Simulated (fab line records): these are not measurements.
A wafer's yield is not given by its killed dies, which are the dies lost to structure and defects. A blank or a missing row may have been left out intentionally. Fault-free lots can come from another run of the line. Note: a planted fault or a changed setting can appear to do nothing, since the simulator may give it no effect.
What tool caused it? ; flow gf180mcu ; 42 wafers from 14 lots sampled at 4 of the route's 602 steps

== WHAT THE GAUGES READ, wafer by wafer ==
GF_M2_OVL_MEAS_15.
lot;measured;on;M2_OVL (nm)
L293;day 18 16:50;overlay-01;2 3 1
L294;day 19 05:29;overlay-01;7 5 7
L295;day 20 18:53;overlay-01;1 3 9
L298;day 21 01:18;overlay-01;6 10 14
L297;day 21 02:04;overlay-01;-4 3 2
L300;day 22 00:28;overlay-02;1 1 2
L303;day 23 07:50;overlay-02;14 9 13
L304;day 23 13:48;overlay-02;7 6 12
L305;day 23 14:46;overlay-02;5 -2 14
L306;day 23 23:59;overlay-02;-3 0 -8
L307;day 24 15:28;overlay-02;9 14 12
L308;day 24 18:34;overlay-01;3 5 5
L314;day 26 11:27;overlay-02;1 2 3
L316;day 27 03:00;overlay-01;8 0 5

GF_V2_BOW_MEAS_05.
lot;measured;on;V2_BOW (um)
L293;day 18 18:05;film_metro-03;89 97 101
L294;day 19 06:47;film_metro-01;105 97 100
L295;day 20 20:10;film_metro-04;98 98 101
L298;day 21 02:44;film_metro-04;100 95 100
L297;day 21 03:22;film_metro-04;100 101 99
L300;day 22 01:44;film_metro-03;105 96 96
L303;day 23 09:04;film_metro-01;117 114 108
L304;day 23 15:02;film_metro-03;98 110 104
L305;day 23 16:07;film_metro-01;88 81 80
L306;day 24 01:15;film_metro-01;107 103 100
L307;day 24 16:42;film_metro-01;95 101 114
L308;day 24 19:53;film_metro-01;87 97 96
L314;day 26 12:41;film_metro-01;97 103 88
L316;day 27 04:14;film_metro-03;96 95 102

GF_V2_OVL_MEAS_15.
lot;measured;on;V2_OVL (nm)
L293;day 19 18:45;overlay-02;3 4 -4
L294;day 20 07:00;overlay-01;8 -2 -5
L295;day 21 20:24;overlay-01;3 3 4
L298;day 22 03:18;overlay-02;10 6 12
L297;day 22 03:31;overlay-02;8 1 0
L300;day 23 00:49;overlay-02;4 18 12
L303;day 24 07:27;overlay-02;7 11 7
L304;day 24 13:28;overlay-01;0 -1 -7
L305;day 24 14:26;overlay-02;- - -
L306;day 24 22:58;overlay-01;- - -
L307;day 25 14:12;overlay-02;14 12 22
L308;day 25 17:04;overlay-02;4 13 7
L314;day 27 09:09;overlay-02;1 10 13
L316;day 28 00:25;overlay-01;14 14 4

== WHAT TOOL EACH LOT RAN ON (gives the tool, then ch and the chambers of the sampled wafers, and finally the start) ==
lot;GF_V2_PEB_12
L293;litho_track-01 ch 0, day 19 18:19
L294;litho_track-01 ch 0, day 20 06:34
L295;litho_track-01 ch 0, day 21 19:58
L298;litho_track-01 ch 0, day 22 02:50
L297;litho_track-04 ch 0, day 22 03:03
L300;litho_track-03 ch 0, day 23 00:24
L303;litho_track-01 ch 0, day 24 06:59
L304;litho_track-03 ch 0, day 24 12:59
L305;litho_track-04, day 24 13:59
L306;litho_track-03, day 24 22:31
L307;litho_track-01 ch 0, day 25 13:44
L308;litho_track-03 ch 0, day 25 16:37
L314;litho_track-01 ch 0, day 27 08:41
L316;litho_track-03 ch 0, day 27 23:56
- GF_V2_PEB_12: peb time 90 s.

== WHAT THE TOOLS THEMSELVES READ (means of the sampled wafers that have a number; where no wafer has one, the mark that the record gives instead) ==
GF_V2_PEB_12.
lot;tool;chill_plate_temp_C (C);exhaust_pa (Pa)
L293;litho_track-01;22.96;45.3
L294;litho_track-01;23.06;44.1
L295;litho_track-01;22.99;46.1
L298;litho_track-01;23.08;45.0
L297;litho_track-04;23.10;45.8
L300;litho_track-03;22.96;44.8
L303;litho_track-01;22.98;45.5
L304;litho_track-03;23.01;45.6
L305;litho_track-04;-;-
L306;litho_track-03;-;-
L307;litho_track-01;22.95;45.1
L308;litho_track-03;23.01;45.8
L314;litho_track-01;23.09;44.2
L316;litho_track-03;22.92;45.1

== THE ANSWER, worked out from the rows above alone ==
Rule: what is usual is taken from the lots themselves. The widest of any qualifying gaps counts: lots, ordered by their means at a reading, are off when they make up no more than a third of the lots, leave a main group of 4 or more, and stand apart from it by 3 or more times the standard deviation of that group's means. If all means in a main group match to the digits the tables above print for the reading, that group is not used. A lot without any number at a reading at which 4 lots or more have one is off too. The other lots that the step has rows for count as sound. First the gauges in route order, then the tools' own readings, where a lot's mean is used as printed above. At the first step where some lot is off, the reading lying furthest off is the one used; lots without a number count as furthest.
Off: L305, L306, at GF_V2_OVL_MEAS_15 (V2_OVL). Without a number there: L305, L306. The main group has a mean of 6 nm with a standard deviation of 5.2.
A tool fits if, at a process step before that reading, it ran every lot that is off, and no sound lot after the first of them. The gauges at GF_V2_OVL_MEAS_15 aren't tried: what is off there is off at GF_V2_PEB_12 too, on other tools, and a gauge's error can't cause that. None of those tried fits.

== WHAT WAS PUT IN BY THE SIMULATOR ==
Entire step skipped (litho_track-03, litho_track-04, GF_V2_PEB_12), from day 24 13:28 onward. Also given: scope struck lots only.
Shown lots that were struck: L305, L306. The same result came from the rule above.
